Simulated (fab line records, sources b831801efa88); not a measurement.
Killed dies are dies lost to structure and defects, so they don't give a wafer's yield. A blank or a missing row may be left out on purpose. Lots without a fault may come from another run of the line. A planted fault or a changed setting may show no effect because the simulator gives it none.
Chamber matching | flow sky130 | SKY_CONTACT_CMP_04 on cmp-02: 4 sister chambers
The step polishes SiO2. 8 wafers are shown with their chamber, then 10 later ones without.

WAFERS WITH THEIR CHAMBER
wafer  | chamber | motor_current_A (A) | time_to_endpoint_s (s)
L082.6 | 3       | 11.2                | 81
L083.4 | 0       | 10.4                | 85
L083.5 | 1       | 12.7                | 75
L084.1 | 0       | 10.1                | 85
L084.4 | 1       | 12.9                | 76
L087.4 | 3       | 12.1                | 84
L090.3 | 2       | 11.5                | 78
L090.5 | 2       | 11.9                | 82

WAFERS WITHOUT THEIR CHAMBER
wafer  | motor_current_A (A) | time_to_endpoint_s (s)
L090.6 | 12.0                | 76
L092.1 | 10.2                | 80
L092.2 | 12.6                | 77
L092.4 | 11.9                | 87
L094.1 | 12.4                | 90
L094.2 | 11.8                | 82
L094.6 | 9.8                 | 89
L095.1 | 10.0                | 83
L095.2 | 12.8                | 78
L095.3 | 12.5                | 84

WHICH CHAMBER EACH WENT THROUGH
wafer  | from the rows above          | in truth
L090.6 | can't be placed: 1 or 2 or 3 | 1
L092.1 | can't be placed: 0 or 2 or 3 | 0
L092.2 | can't be placed: 1 or 2      | 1
L092.4 | can't be placed: 3 or 2      | 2
L094.1 | can't be placed: 3 or 2 or 0 | 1
L094.2 | can't be placed: 3 or 2      | 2
L094.6 | 0                            | 0
L095.1 | 0                            | 0
L095.2 | can't be placed: 1 or 2      | 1
L095.3 | can't be placed: 3 or 2      | 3
Placed correctly: 2 of 10. Can't be placed from these rows: 8 (the true chamber is among the candidates in 7). Placed wrongly: 0.
How it was worked out, from the rows above alone: a wafer's distance from a chamber is the root of the sum, over the readings, of the square of ((its reading less the chamber's mean) divided by the reading's scatter). The wafer belongs to the nearest chamber; if the next one is less than 2 further off, it can't be placed. A chamber's mean is the mean of its shown wafers. The scatter: the root of (the sum of the squares of (reading less its chamber's mean) over the shown wafers, divided by (wafers less chambers)).
